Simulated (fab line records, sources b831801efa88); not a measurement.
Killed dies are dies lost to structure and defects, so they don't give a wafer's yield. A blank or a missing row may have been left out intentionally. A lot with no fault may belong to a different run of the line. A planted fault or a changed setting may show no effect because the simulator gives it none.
The tool behind it: which one? / flow sky130 / route of 708 steps, sampled at 1 step: 7 lots, 21 wafers

WHAT THE GAUGES READ, wafer by wafer
SKY_LDD_HVN_OVL_MEAS_07.
lot=L284; measured=day 20 22:58; on=overlay-01; LDD_HVN_OVL (nm)=1.5 1.5 2.5
lot=L289; measured=day 22 23:37; on=overlay-01; LDD_HVN_OVL (nm)=0.6 -1.2 -0.3
lot=L290; measured=day 23 11:01; on=overlay-01; LDD_HVN_OVL (nm)=-1.8 -1.0 -0.3
lot=L297; measured=day 25 16:43; on=overlay-01; LDD_HVN_OVL (nm)=-0.3 -0.3 1.8
lot=L299; measured=day 26 07:34; on=overlay-02; LDD_HVN_OVL (nm)=2.6 1.7 1.7
lot=L302; measured=day 27 05:45; on=overlay-01; LDD_HVN_OVL (nm)=2.9 1.0 0.8
lot=L305; measured=day 28 15:37; on=overlay-02; LDD_HVN_OVL (nm)=1.8 2.1 -0.9

TOOL THAT RAN EACH LOT (tool first, then ch and the chambers of the sampled wafers, then the start)
The record shows no process step preceding these readings.

THE ANSWER, worked out from the rows above alone
Rule: what is usual is taken from the lots themselves. The widest of any qualifying gaps counts: lots, ordered by their means at a reading, are off when they make up no more than a third of the lots, leave a main group of 4 or more, and stand apart from it by 3 or more times the standard deviation of that group's means. Not used: any main group whose means are identical at the precision the tables above print for the reading. Also off: a lot with no number at a reading for which 4 or more lots have one. All remaining lots with rows at the step are treated as sound.
Across all readings shown, no lot is off: no conclusion can be drawn from this.

WHAT WAS PUT IN BY THE SIMULATOR
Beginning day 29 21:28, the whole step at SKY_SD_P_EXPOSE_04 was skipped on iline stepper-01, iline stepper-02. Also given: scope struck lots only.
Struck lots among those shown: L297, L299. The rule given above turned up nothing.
